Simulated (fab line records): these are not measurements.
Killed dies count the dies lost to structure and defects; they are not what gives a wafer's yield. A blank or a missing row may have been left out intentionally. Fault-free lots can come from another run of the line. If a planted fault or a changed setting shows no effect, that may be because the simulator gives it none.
fab line records ; flow sky130 ; part 2 of 2: steps 25 to 34 of 34
[record] lots = 5; wafers = 15; lastDay = 49
route steps=708 shown RES_XHIGH@337 SD_N@342 SD_P@359 SALICIDE@361 LI_CONTACT@362
lots with no fault: from the same line, run without faults
startH: start of the lot's first displayed wafer, in hours after the record's first day ; waitH: hours elapsed since this lot's preceding step ; " same as the row above ; L1.1+2: a single row standing in for several wafers ; - no value present, or no start provided ; * or withheld: withheld ; < > ~ a bound
route shown NAME@n: a module of which the file shows steps, and the number in the route of the first ; usual: the fault-free wafers' mean and standard deviation ; same: alike in all rows ; chamber/n: place in a boat ; sites: readings site by site ; _std_site: their standard deviation ; _edge_site: outer sites' mean less inner sites' ; radiusMm: how far each site lies from the wafer's centre ; mask NAME#n: copy n ; behind: the last tool/chamber to shape the wafer ; hold: the reason the lot was held/the length of the hold in hours/how it ended ; device: the transistor (n, p or np) that didn't switch ; end of line: at the end of the route, the tests of the same wafers ; for a step that has no rows: nothing shown but its recipe ; killed: dies lost to structure and defects at the first sort, not the wafer's yield ; map: the dies of a wafer, with x for killed, . for not killed, _ for no die there
set.NAME: the setting as run; set.NAME@STEP: as run at that earlier step ; model.NAME: the simulator's own value behind a step, which no gauge read
lots at some steps of the route; a table a step, a row a wafer
services: when a tool's chamber went out of use (startH, in hours from the record's first day, below 0 if earlier), for how many hours, and the reason
[[steps]]
[step SKY_LI_CONTACT_HDPCVD_00]
[recipe] material = PSG; targetThkNm = 930; sigmaOpenFrac = 0.3; timeS = 155; tempC = 600; sih4FlowSccm = 60; pressureMtorr = 6
lot.wafer;tool;chamber;startH;waitH
L075.2+4+5;hdpcvd-01;1,1,2;649.48;0.0
L077.2+3+4;hdpcvd-02;0,2,0;656.03;0.0
L080.2+3+6;hdpcvd-02;0,2,2;705.51;0.0
L079.2+4+6;hdpcvd-02;1,1,2;709.51;0.0
L092.2+3+6;hdpcvd-01;0,1,0;781.48;0.0
[step SKY_LI_CONTACT_THK_MEAS_01]
[recipe] reads = PSG_of_LI_CONTACT_HDPCVD_00
[usual] LI_CONTACT_HDPCVD_THK = 931/8.5
lot.wafer;tool;chamber;startH;waitH;LI_CONTACT_HDPCVD_THK[nm]
L075.2;filmMetro-01;-;649.59;0.1;939
L075.4;filmMetro-01;-;649.59;0.1;933
L075.5;filmMetro-01;-;649.59;0.1;931
L077.2;filmMetro-04;-;656.14;0.1;941
L077.3;filmMetro-04;-;656.14;0.1;930
L077.4;filmMetro-04;-;656.14;0.1;935
L080.2;filmMetro-04;-;705.62;0.1;937
L080.3;filmMetro-04;-;705.62;0.1;942
L080.6;filmMetro-04;-;705.62;0.1;940
L079.2;filmMetro-04;-;709.62;0.1;932
L079.4;filmMetro-04;-;709.62;0.1;932
L079.6;filmMetro-04;-;709.62;0.1;920
L092.2;filmMetro-04;-;781.60;0.1;945
L092.3;filmMetro-04;-;781.60;0.1;932
L092.6;filmMetro-04;-;781.60;0.1;941
[step SKY_LI_CONTACT_CMP_02]
[recipe] material = PSG; downForcePsi = 4; platenRpm = 60; padVelocityMS = 0.94248
[usual] headPressurePsi = 3.999/0.009; motorCurrentA = 12.4/1.2; retainingRingPressureFrac = 1.000/0.0047; timeToEndpointS = 32.9/2.2
lot.wafer;tool;chamber;startH;waitH;headPressurePsi;motorCurrentA;retainingRingPressureFrac;timeToEndpointS
L075.2;cmp-02;2;649.69;0.1;4.006;13.1;1.000;31.1
L075.4;cmp-02;0;649.69;0.1;4.001;13.1;1.000;31.8
L075.5;cmp-02;1;649.69;0.1;3.994;10.9;0.998;31.9
L077.2;cmp-02;3;656.19;0.0;3.996;12.7;1.004;33.4
L077.3;cmp-02;0;656.19;0.0;3.989;13.7;0.994;31.8
L077.4;cmp-02;1;656.19;0.0;3.988;10.1;1.006;27.8
L080.2;cmp-01;0;705.77;0.1;4.001;11.5;1.000;35.1
L080.3;cmp-01;1;705.77;0.1;4.010;11.5;0.993;35.9
L080.6;cmp-01;2;705.77;0.1;3.993;11.2;0.993;34.2
L079.2;cmp-01;3;709.81;0.2;4.002;14.7;0.995;32.7
L079.4;cmp-01;2;709.81;0.2;3.993;11.1;1.005;31.5
L079.6;cmp-01;0;709.81;0.2;4.013;11.4;0.998;34.1
L092.2;cmp-02;3;781.65;0.0;4.007;12.6;1.000;33.1
L092.3;cmp-02;2;781.65;0.0;3.982;12.4;1.000;31.5
L092.6;cmp-02;0;781.65;0.0;4.005;13.8;1.001;34.8
[step SKY_LI_CONTACT_BOW_MEAS_03]
[recipe] mode = bow
[usual] LI_CONTACT_BOW = 56/7.3
lot.wafer;tool;chamber;startH;waitH;LI_CONTACT_BOW[um]
L075.2;filmMetro-01;-;649.96;0.2;54
L075.4;filmMetro-01;-;649.96;0.2;54
L075.5;filmMetro-01;-;649.96;0.2;59
L077.2;filmMetro-01;-;656.51;0.3;49
L077.3;filmMetro-01;-;656.51;0.3;48
L077.4;filmMetro-01;-;656.51;0.3;53
L080.2;filmMetro-04;-;705.99;0.2;54
L080.3;filmMetro-04;-;705.99;0.2;59
L080.6;filmMetro-04;-;705.99;0.2;49
L079.2;filmMetro-02;-;710.13;0.3;55
L079.4;filmMetro-02;-;710.13;0.3;55
L079.6;filmMetro-02;-;710.13;0.3;61
L092.2;filmMetro-04;-;781.97;0.3;57
L092.3;filmMetro-04;-;781.97;0.3;55
L092.6;filmMetro-04;-;781.97;0.3;59
[step SKY_LI_CONTACT_DEHYDRATE_04]
[recipe] tempC = 200; timeS = 60
[usual] exhaustPa = 44.8/0.92
lot.wafer;tool;chamber;startH;waitH;exhaustPa
L075.2;lithoTrack-01;0;663.22;13.2;44.9
L075.4;lithoTrack-01;0;663.22;13.2;44.8
L075.5;lithoTrack-01;0;663.22;13.2;44.0
L077.2;lithoTrack-01;0;670.47;13.9;44.6
L077.3;lithoTrack-01;0;670.47;13.9;44.9
L077.4;lithoTrack-01;0;670.47;13.9;45.9
L080.2;lithoTrack-03;0;718.27;12.3;44.5
L080.3;lithoTrack-03;0;718.27;12.3;45.3
L080.6;lithoTrack-03;0;718.27;12.3;45.4
L079.2;lithoTrack-03;0;723.38;13.2;45.2
L079.4;lithoTrack-03;0;723.38;13.2;44.5
L079.6;lithoTrack-03;0;723.38;13.2;44.5
L092.2;lithoTrack-01;0;795.17;13.2;46.1
L092.3;lithoTrack-01;0;795.17;13.2;45.7
L092.6;lithoTrack-01;0;795.17;13.2;46.0
[step SKY_LI_CONTACT_HMDS_05]
[recipe] primeTimeS = 60; primeTempC = 120
[usual] exhaustPa = 44.9/0.79
lot.wafer;tool;chamber;startH;waitH;exhaustPa
L075.2;lithoTrack-01;0;663.37;0.1;44.7
L075.4;lithoTrack-01;0;663.37;0.1;44.3
L075.5;lithoTrack-01;0;663.37;0.1;45.5
L077.2;lithoTrack-01;0;670.62;0.1;45.8
L077.3;lithoTrack-01;0;670.62;0.1;45.4
L077.4;lithoTrack-01;0;670.62;0.1;45.1
L080.2;lithoTrack-03;0;718.42;0.1;44.6
L080.3;lithoTrack-03;0;718.42;0.1;44.2
L080.6;lithoTrack-03;0;718.42;0.1;44.9
L079.2;lithoTrack-03;0;723.53;0.1;44.2
L079.4;lithoTrack-03;0;723.53;0.1;44.2
L079.6;lithoTrack-03;0;723.53;0.1;45.3
L092.2;lithoTrack-01;0;795.32;0.1;44.9
L092.3;lithoTrack-01;0;795.32;0.1;45.3
L092.6;lithoTrack-01;0;795.32;0.1;45.5
[step SKY_LI_CONTACT_COAT_06]
[recipe] resist = BARC; tempC = withheld; timeS = withheld; spinRpm = 3000; resistThkNm = 60
[usual] exhaustPa = 44.7/0.92; spinSpeedRpm = 3000.0/1.7
lot.wafer;tool;chamber;startH;waitH;exhaustPa;spinSpeedRpm
L075.2;lithoTrack-01;0;663.52;0.1;43.4;2998.1
L075.4;lithoTrack-01;0;663.52;0.1;43.3;3002.8
L075.5;lithoTrack-01;0;663.52;0.1;44.5;3002.2
L077.2;lithoTrack-01;0;670.77;0.1;43.5;2999.3
L077.3;lithoTrack-01;0;670.77;0.1;43.5;2998.2
L077.4;lithoTrack-01;0;670.77;0.1;44.2;3001.3
L080.2;lithoTrack-03;0;718.57;0.1;44.8;3002.8
L080.3;lithoTrack-03;0;718.57;0.1;44.7;3000.4
L080.6;lithoTrack-03;0;718.57;0.1;45.1;3001.0
L079.2;lithoTrack-03;0;723.68;0.1;43.2;3000.0
L079.4;lithoTrack-03;0;723.68;0.1;43.8;2998.9
L079.6;lithoTrack-03;0;723.68;0.1;46.0;3000.3
L092.2;lithoTrack-01;0;795.47;0.1;44.5;2999.9
L092.3;lithoTrack-01;0;795.47;0.1;46.0;2999.7
L092.6;lithoTrack-01;0;795.47;0.1;43.0;2997.0
[step SKY_LI_CONTACT_COAT_07]
[recipe] resist = KrF-thick; spinRpm = 3000; resistThkNm = 450
[usual] exhaustPa = 45.2/0.9; spinSpeedRpm = 3000.0/2
lot.wafer;tool;chamber;startH;waitH;exhaustPa;spinSpeedRpm
L075.2;lithoTrack-01;0;-;-;45.6;2997.6
L075.4;lithoTrack-01;0;-;-;45.5;2999.1
L075.5;lithoTrack-01;0;-;-;44.4;3000.5
L077.2;lithoTrack-01;0;-;-;45.4;3000.4
L077.3;lithoTrack-01;0;-;-;44.9;2999.5
L077.4;lithoTrack-01;0;-;-;45.0;2998.4
L080.2;lithoTrack-03;0;-;-;43.7;3000.1
L080.3;lithoTrack-03;0;-;-;44.3;2996.8
L080.6;lithoTrack-03;0;-;-;44.7;2999.2
L079.2;lithoTrack-03;0;-;-;43.8;2992.2
L079.4;lithoTrack-03;0;-;-;44.4;2998.3
L079.6;lithoTrack-03;0;-;-;43.3;3000.2
L092.2;lithoTrack-01;0;-;-;44.5;2996.3
L092.3;lithoTrack-01;0;-;-;44.6;3003.7
L092.6;lithoTrack-01;0;-;-;46.0;3000.2
[step SKY_LI_CONTACT_SOFTBAKE_08]
[recipe] tempC = 100; timeS = 90; resist = KrF-thick
[usual] exhaustPa = 45.2/0.88
lot.wafer;tool;chamber;startH;waitH;exhaustPa
L075.2;lithoTrack-01;0;-;-;46.7
L075.4;lithoTrack-01;0;-;-;44.9
L075.5;lithoTrack-01;0;-;-;46.1
L077.2;lithoTrack-01;0;-;-;44.0
L077.3;lithoTrack-01;0;-;-;45.7
L077.4;lithoTrack-01;0;-;-;45.0
L080.2;lithoTrack-03;0;-;-;45.7
L080.3;lithoTrack-03;0;-;-;47.0
L080.6;lithoTrack-03;0;-;-;45.8
L079.2;lithoTrack-03;0;-;-;46.4
L079.4;lithoTrack-03;0;-;-;43.8
L079.6;lithoTrack-03;0;-;-;43.8
L092.2;lithoTrack-01;0;-;-;44.6
L092.3;lithoTrack-01;0;-;-;44.6
L092.6;lithoTrack-01;0;-;-;45.0
[step SKY_LI_CONTACT_EXPOSE_09]
[recipe] maskId = LICM1; na = 0.8; sourceShape = annular; sigmaInner = 0.55; sigmaOuter = 0.85; targetCdNm = 170; doseMj = 38
lot.wafer;tool;chamber;startH;waitH;mask
L075.2+4+5;krfScanner-02;0;-;-;LICM1#0
L077.2+3+4;krfScanner-02;0;-;-;LICM1#0
L080.2+3+6;krfScanner-02;0;-;-;LICM1#0
L079.2+4+6;krfScanner-02;0;-;-;LICM1#0
L092.2+3+6;krfScanner-02;0;-;-;LICM1#0
[[services]]
tool;chamber;startH;hours;kind
plasmaAsher-03;-;609.04;1.1;repair
cmp-02;-;615.15;1.0;repair
krfScanner-02;-;621.75;0.8;pm
wetBench-04;-;626.24;42.8;pm
wetBench-01;-;626.86;1.5;repair
implanter-01;-;632.75;1.8;repair
plasmaAsher-03;-;646.50;1.6;repair
rtpAnneal-02;-;651.21;3.7;pm
implanter-03;-;657.37;4.6;repair
plasmaAsher-02;-;661.08;13.5;repair
ilineStepper-02;-;668.95;15.1;repair
plasmaAsher-03;-;678.77;5.7;repair
wetBench-04;-;685.15;5.2;repair
cmp-02;-;707.92;2.5;repair
implanter-03;-;719.94;6.5;repair
krfScanner-02;-;722.23;1.0;pm
implanter-03;-;727.46;6.1;repair
krfScanner-02;-;733.03;1.3;pm
plasmaAsher-03;-;733.75;9.0;pm
ilineStepper-02;-;737.92;1.7;pm
implanter-01;-;741.15;4.2;repair
ilineStepper-02;-;767.55;2.3;repair
implanter-02;-;778.46;0.5;repair
krfScanner-02;-;790.55;0.8;pm
